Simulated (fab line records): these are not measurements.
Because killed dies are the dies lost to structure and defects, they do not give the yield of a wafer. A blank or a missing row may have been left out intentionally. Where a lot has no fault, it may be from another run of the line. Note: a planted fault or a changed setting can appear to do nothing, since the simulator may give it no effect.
Problem report, 8D (eight disciplines) form, completed by code ; flow sky130 ; the parts of the form that need people (team, actions taken, sign-off) are left out

== 1. THE PROBLEM ==
Mean of spin-speed-rpm at SKY_METAL2_COAT_10: 2939.2 rpm across 6 wafers in 2 lots; on wafers with no fault it is 3000.1 rpm (standard deviation 1.8). That puts it -34 standard deviations away from the usual mean.
The step: resist thk 450 nm.
Seen first at day 38 17:00 on litho-track-02, wafer L658.2. At this step, 18 wafers from 6 lots have a number in the record. By rule, "out" or "out of limits" means more than 4 standard deviations away from the usual mean. Any other wafer with a number is counted as sound.

== 2. WHAT IT IS AND WHAT IT IS NOT ==
question;is;is not
which readings at this step;spin-speed-rpm;-
which lots;L658, L660;L647, L662, L664, L668
which wafers of those lots;all that have a number;-
read on which tools;litho-track-02;litho-track-01, litho-track-04
when;from day 38 17:00;"up to then (3 sound wafers); but 9 sound wafers of L662, L664, L668 came after"

== 3. SUSPECTS, AND WHAT RULES EACH OUT ==
Counting: a tool at a process step up to the reading stays a suspect if it ran every lot that is out and no sound lot after the first of them.
- cmp-01 at SKY_VIA1_CMP_24 (polishes, stops on SiO2, t overpolish 15 s, target thk 0 nm): ruled out as a lasting fault. Following L658 (day 38 04:23), the first lot on it that is out, the sound lots L668 were run on it.
- litho-track-02 at SKY_METAL2_COAT_10 (resist thk 450 nm): kept. It processed each lot that is out, first L658 at day 38 17:00, and no sound lot thereafter; up to then, the last sound lot it processed was L647 at day 35 03:00. On those wafers its own readings are out: spin-speed-rpm.
After counting, what remains is litho-track-02 at SKY_METAL2_COAT_10.

== 4. THE CAUSE (what the simulator had put in) ==
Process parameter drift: litho-track-02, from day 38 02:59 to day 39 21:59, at SKY_METAL2_COAT_10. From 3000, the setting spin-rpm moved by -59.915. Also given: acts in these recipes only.
The count eliminated every tool but this one.

== 5. THE CHAIN OF EFFECTS, in route order ==
One row per reading whose mean, taken over the struck wafers that have a number, lies over 3 standard deviations from the usual. Only readings whose record carries a usual standard deviation are examined. hours: median over the lots of the time between each lot's start at the first step of this table that gives one and its start at this step. sigmas: the change, counted in usual standard deviations.
hours;step;reading;usual;on struck wafers;change;sigmas
0;SKY_METAL2_COAT_10;spin-speed-rpm;3000.1 rpm;2939.2;-60.8;-34
Its process steps:
- SKY_METAL2_COAT_10: resist thk 450 nm.
Later steps that measure or inspect, where all struck wafers having a row at the step show a number for every such reading and not one has moved that far: SKY_METAL2_CD_MEAS_15, SKY_METAL2_OVL_MEAS_16.

== 6. HOW IT WOULD HAVE BEEN CAUGHT EARLIER ==
In this record no reading fell out of limits until day 38 17:00, 14 hours after the fault had begun at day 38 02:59.
